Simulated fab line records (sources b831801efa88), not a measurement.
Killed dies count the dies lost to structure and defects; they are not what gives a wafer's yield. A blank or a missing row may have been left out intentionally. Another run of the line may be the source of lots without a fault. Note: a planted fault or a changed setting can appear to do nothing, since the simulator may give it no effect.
The tool behind it: which one? :: flow gf180mcu :: 33 wafers from 11 lots sampled at 3 of the route's 602 steps

== WHAT THE GAUGES READ, wafer by wafer ==
GF_MVPSD_OVL_MEAS_07.
lot: L698
measured: day 5 06:07
on: overlay-01
MVPSD_OVL (nm): 2.0 1.8 0.9

lot: L700
measured: day 5 20:27
on: overlay-01
MVPSD_OVL (nm): 1.3 -0.4 -0.1

lot: L701
measured: day 6 00:15
on: overlay-01
MVPSD_OVL (nm): 0.3 0.7 0.9

lot: L703
measured: day 6 11:36
on: overlay-02
MVPSD_OVL (nm): 0.4 1.7 2.5

lot: L706
measured: day 7 06:18
on: overlay-02
MVPSD_OVL (nm): 0.6 0.4 0.1

lot: L711
measured: day 8 14:15
on: overlay-02
MVPSD_OVL (nm): - - -

lot: L713
measured: day 9 00:38
on: overlay-02
MVPSD_OVL (nm): -1.5 -1.4 -1.9

lot: L714
measured: day 9 07:07
on: overlay-02
MVPSD_OVL (nm): 0.6 -1.0 0.1

lot: L715
measured: day 9 11:06
on: overlay-01
MVPSD_OVL (nm): -0.8 -0.1 0.5

lot: L717
measured: day 10 00:43
on: overlay-02
MVPSD_OVL (nm): -2.1 0.3 -1.5

lot: L720
measured: day 10 18:32
on: overlay-02
MVPSD_OVL (nm): -2.3 -1.3 -2.4

== TOOL THAT RAN EACH LOT (tool first, then ch and the chambers of the sampled wafers, then the start) ==
lot: L698
GF_LVPWELL_STRIP_10: plasmaAsher-02 ch 0,1, day 4 02:19
GF_MVPSD_EXPOSE_04: ilineStepper-02 ch 0, day 4 23:41

lot: L700
GF_LVPWELL_STRIP_10: plasmaAsher-02 ch 0,1, day 4 15:35
GF_MVPSD_EXPOSE_04: ilineStepper-01 ch 0, day 5 13:21

lot: L701
GF_LVPWELL_STRIP_10: plasmaAsher-01 ch 0,1, day 4 19:32
GF_MVPSD_EXPOSE_04: ilineStepper-01 ch 0, day 5 17:12

lot: L703
GF_LVPWELL_STRIP_10: plasmaAsher-02 ch 0,1, day 5 05:44
GF_MVPSD_EXPOSE_04: ilineStepper-01 ch 0, day 6 03:45

lot: L706
GF_LVPWELL_STRIP_10: plasmaAsher-04 ch 0,1, day 5 23:35
GF_MVPSD_EXPOSE_04: ilineStepper-02 ch 0, day 6 22:48

lot: L711
GF_LVPWELL_STRIP_10: plasmaAsher-04 ch 0,1, day 7 05:38
GF_MVPSD_EXPOSE_04: ilineStepper-01 ch 0, day 8 06:12

lot: L713
GF_LVPWELL_STRIP_10: plasmaAsher-02 ch 0,1, day 7 15:35
GF_MVPSD_EXPOSE_04: ilineStepper-01 ch 0, day 8 16:35

lot: L714
GF_LVPWELL_STRIP_10: plasmaAsher-02 ch 0,1, day 7 22:19
GF_MVPSD_EXPOSE_04: ilineStepper-02 ch 0, day 8 22:53

lot: L715
GF_LVPWELL_STRIP_10: plasmaAsher-01 ch 1, day 8 01:53
GF_MVPSD_EXPOSE_04: ilineStepper-01 ch 0, day 9 02:41

lot: L717
GF_LVPWELL_STRIP_10: plasmaAsher-04 ch 0,1, day 8 13:24
GF_MVPSD_EXPOSE_04: ilineStepper-02 ch 0, day 9 16:01

lot: L720
GF_LVPWELL_STRIP_10: plasmaAsher-01 ch 0,1, day 9 06:49
GF_MVPSD_EXPOSE_04: ilineStepper-01 ch 0, day 10 09:13
- GF_LVPWELL_STRIP_10: strips in O2/N2.
- GF_MVPSD_EXPOSE_04: exposes mask MVPSD, target cd 1000 nm.

== THE ANSWER, worked out from the rows above alone ==
Rule: what is usual is taken from the lots themselves. Put in order of their means at a reading, lots are off if they are a third of the lots or fewer, leave a main group of 4 or more, and stand apart from it by a gap of 3 or more times the standard deviation of the main group's means; of several such gaps the widest counts. If all means in a main group match to the digits the tables above print for the reading, that group is not used. Also off: a lot with no number at a reading for which 4 or more lots have one. Any other lot the step has rows for is counted as sound.
Off: L711, at GF_MVPSD_OVL_MEAS_07 (MVPSD_OVL). Without a number there: L711. Main group: mean -0.1 nm, sd 1.1.
A tool fits if, at a process step before that reading, it ran every lot that is off, and no sound lot after the first of them. The gauges at GF_MVPSD_OVL_MEAS_07 are tried like those tools. None of those tried fits.

== WHAT HAD BEEN PUT IN BY THE SIMULATOR ==
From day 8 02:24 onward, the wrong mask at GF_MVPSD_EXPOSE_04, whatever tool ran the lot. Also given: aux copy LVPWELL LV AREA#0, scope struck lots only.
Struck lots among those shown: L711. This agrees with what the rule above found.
